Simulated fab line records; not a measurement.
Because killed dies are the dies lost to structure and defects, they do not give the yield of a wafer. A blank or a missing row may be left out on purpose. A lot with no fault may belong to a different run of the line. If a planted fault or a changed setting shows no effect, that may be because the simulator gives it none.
Which of the tools did it?    flow sky130    Sampling: 11 lots, 33 wafers, 6 of 708 route steps

## WHAT THE GAUGES READ, wafer by wafer
SKY_SD_N_RS_MEAS_18: a four-point-probe measurement.
lot   measured      on             RES_XHIGH_RS (ohm/sq)
L891  day 28 16:44  film-metro-03  332.8 331.5 333.0
L893  day 29 01:25  film-metro-03  332.7 332.8 332.7
L896  day 29 08:23  film-metro-01  331.8 331.1 331.6
L895  day 29 12:32  film-metro-01  333.6 335.0 333.4
L904  day 32 08:04  film-metro-01  334.5 334.8 332.8
L905  day 32 23:35  film-metro-01  332.4 331.6 330.6
L906  day 33 13:20  film-metro-01  331.7 330.9 332.0
L909  day 34 02:08  film-metro-03  332.4 333.1 333.1
L912  day 34 22:48  film-metro-03  332.2 332.6 332.0
L914  day 35 03:56  film-metro-01  332.4 331.3 332.0
L913  day 35 06:32  film-metro-01  333.3 332.9 331.5

SKY_LOCAL_INTERCONNECT_RS_MEAS_01: a four-point-probe measurement.
lot   measured      on             LOCAL_INTERCONNECT_TIN_RS (ohm/sq)
L891  day 29 23:16  film-metro-01  14.06 14.08 14.14
L893  day 30 08:22  film-metro-02  13.94 13.84 13.98
L896  day 30 14:22  film-metro-01  13.98 14.07 13.94
L895  day 30 18:40  film-metro-01  14.16 14.26 14.21
L904  day 33 13:26  film-metro-02  14.12 14.10 14.09
L905  day 34 04:00  film-metro-02  14.45 14.37 14.39
L906  day 34 17:29  film-metro-01  14.02 14.16 14.11
L909  day 35 06:22  film-metro-02  14.13 14.15 14.06
L912  day 36 02:44  film-metro-02  14.11 13.93 14.03
L914  day 36 07:49  film-metro-03  14.15 14.20 14.35
L913  day 36 10:41  film-metro-02  14.15 14.23 14.14

SKY_CONTACT_RS_MEAS_25: a four-point-probe measurement.
lot   measured      on             CONTACT_W_RS (ohm/sq)
L891  day 32 10:01  film-metro-01  0.322 0.331 0.325
L893  day 32 19:08  film-metro-01  0.261 0.263 0.324
L896  day 33 00:28  film-metro-02  0.325 0.261 0.272
L895  day 33 04:37  film-metro-01  0.262 0.325 0.333
L904  day 35 19:43  film-metro-04  0.337 0.340 0.338
L905  day 36 10:07  film-metro-04  0.339 0.338 0.346
L906  day 36 23:42  film-metro-04  0.332 0.327 0.323
L909  day 37 11:43  film-metro-01  0.334 0.331 0.323
L912  day 38 07:20  film-metro-01  0.333 0.335 0.332
L914  day 38 13:01  film-metro-01  0.318 0.335 0.323
L913  day 38 15:23  film-metro-04  0.336 0.321 0.320

SKY_CONTACT_THK_MEAS_26: measures by xrf.
lot   measured      on             CONTACT_W_THK (nm)
L891  day 32 10:07  film-metro-01  362 351 359
L893  day 32 19:14  film-metro-01  448 447 357
L896  day 33 00:35  film-metro-02  353 438 421
L895  day 33 04:43  film-metro-01  443 355 348
L904  day 35 19:49  film-metro-04  341 339 342
L905  day 36 10:13  film-metro-04  345 344 339
L906  day 36 23:49  film-metro-04  352 353 364
L909  day 37 11:50  film-metro-01  347 349 359
L912  day 38 07:27  film-metro-01  345 345 348
L914  day 38 13:08  film-metro-01  362 345 359
L913  day 38 15:30  film-metro-04  345 360 362

## EACH LOT AND THE TOOL THAT RAN IT (in order: tool; ch and the chambers of the sampled wafers; start)
lot   SKY_LI_CONTACT_STRIP_16               SKY_CONTACT_CVD_24
L891  plasma-asher-04 ch 0,1, day 29 22:10  cvd-w-01 ch 0,1, day 32 09:54
L893  plasma-asher-04 ch 0,1, day 30 07:15  cvd-w-01 ch 1, day 32 18:57
L896  plasma-asher-01 ch 0,1, day 30 13:16  cvd-w-01 ch 0,1, day 33 00:22
L895  plasma-asher-02 ch 0,1, day 30 17:34  cvd-w-01 ch 0,1, day 33 04:29
L904  plasma-asher-01 ch 0,1, day 33 12:16  cvd-w-02 ch 0,1, day 35 19:35
L905  plasma-asher-02 ch 0,1, day 34 02:53  cvd-w-02 ch 0,1, day 36 09:59
L906  plasma-asher-02 ch 0,1, day 34 16:22  cvd-w-01 ch 0,1, day 36 23:35
L909  plasma-asher-01 ch 0,1, day 35 05:16  cvd-w-01 ch 0,1, day 37 11:37
L912  plasma-asher-02 ch 0,1, day 36 01:37  cvd-w-01 ch 0, day 38 07:13
L914  plasma-asher-01 ch 0,1, day 36 06:43  cvd-w-01 ch 0,1, day 38 12:55
L913  plasma-asher-04 ch 0,1, day 36 09:34  cvd-w-01 ch 0,1, day 38 15:16
- SKY_LI_CONTACT_STRIP_16: strips in O2/N2.
- SKY_CONTACT_CVD_24: deposits W, target thk 340 nm, time 102.12 s.

## WHAT THE TOOLS THEMSELVES READ (means of the sampled wafers that have a number; where no wafer has one, the mark that the record gives instead)
SKY_LI_CONTACT_STRIP_16.
lot   tool             drypump-motor-current-A (A)  oes-product-au (a.u.)  strip-time-to-endpoint-s (s)
L891  plasma-asher-04  5.96                         0.372                  3.50
L893  plasma-asher-04  5.86                         0.375                  3.43
L896  plasma-asher-01  6.12                         0.378                  3.48
L895  plasma-asher-02  5.78                         0.377                  3.46
L904  plasma-asher-01  6.01                         0.370                  3.50
L905  plasma-asher-02  5.81                         0.372                  3.45
L906  plasma-asher-02  5.78                         0.376                  3.47
L909  plasma-asher-01  6.02                         0.374                  3.52
L912  plasma-asher-02  5.81                         0.374                  3.48
L914  plasma-asher-01  6.00                         0.374                  3.49
L913  plasma-asher-04  5.83                         0.370                  3.45

SKY_CONTACT_CVD_24.
lot   tool      heater-power-w (W)  susceptor-temp-C (C)
L891  cvd-w-01  954                 400.23
L893  cvd-w-01  1031                399.92
L896  cvd-w-01  950                 399.83
L895  cvd-w-01  944                 399.91
L904  cvd-w-02  913                 399.73
L905  cvd-w-02  971                 399.92
L906  cvd-w-01  878                 399.97
L909  cvd-w-01  884                 400.20
L912  cvd-w-01  810                 399.90
L914  cvd-w-01  950                 400.20
L913  cvd-w-01  957                 399.80

## THE ANSWER, worked out from the rows above alone
Rule: what is usual is taken from the lots themselves. Put in order of their means at a reading, lots are off if they are a third of the lots or fewer, leave a main group of 4 or more, and stand apart from it by a gap of 3 or more times the standard deviation of the main group's means; of several such gaps the widest counts. The tables above print the reading to a certain number of digits; a main group whose means all agree to those digits is not used. A lot without any number at a reading at which 4 lots or more have one is off too. The other lots that the step has rows for count as sound. The gauges are gone through in route order, then the tools' own readings, and for those a lot's mean is taken as printed above. At the first step where some lot is off, the reading lying furthest off is the one used; lots without a number count as furthest.
Off: at SKY_CONTACT_RS_MEAS_25 (CONTACT_W_RS), L893, L896, L895. The main group has a mean of 0.331 ohm/sq with a standard deviation of 0.0057.
If a tool, at a process step before that reading, ran all the lots that are off and no sound lot after the first of them, it fits. Those tools and the gauges at SKY_CONTACT_RS_MEAS_25 are tried in the same way. No candidate that was tried fits.

## WHAT WAS PUT IN BY THE SIMULATOR
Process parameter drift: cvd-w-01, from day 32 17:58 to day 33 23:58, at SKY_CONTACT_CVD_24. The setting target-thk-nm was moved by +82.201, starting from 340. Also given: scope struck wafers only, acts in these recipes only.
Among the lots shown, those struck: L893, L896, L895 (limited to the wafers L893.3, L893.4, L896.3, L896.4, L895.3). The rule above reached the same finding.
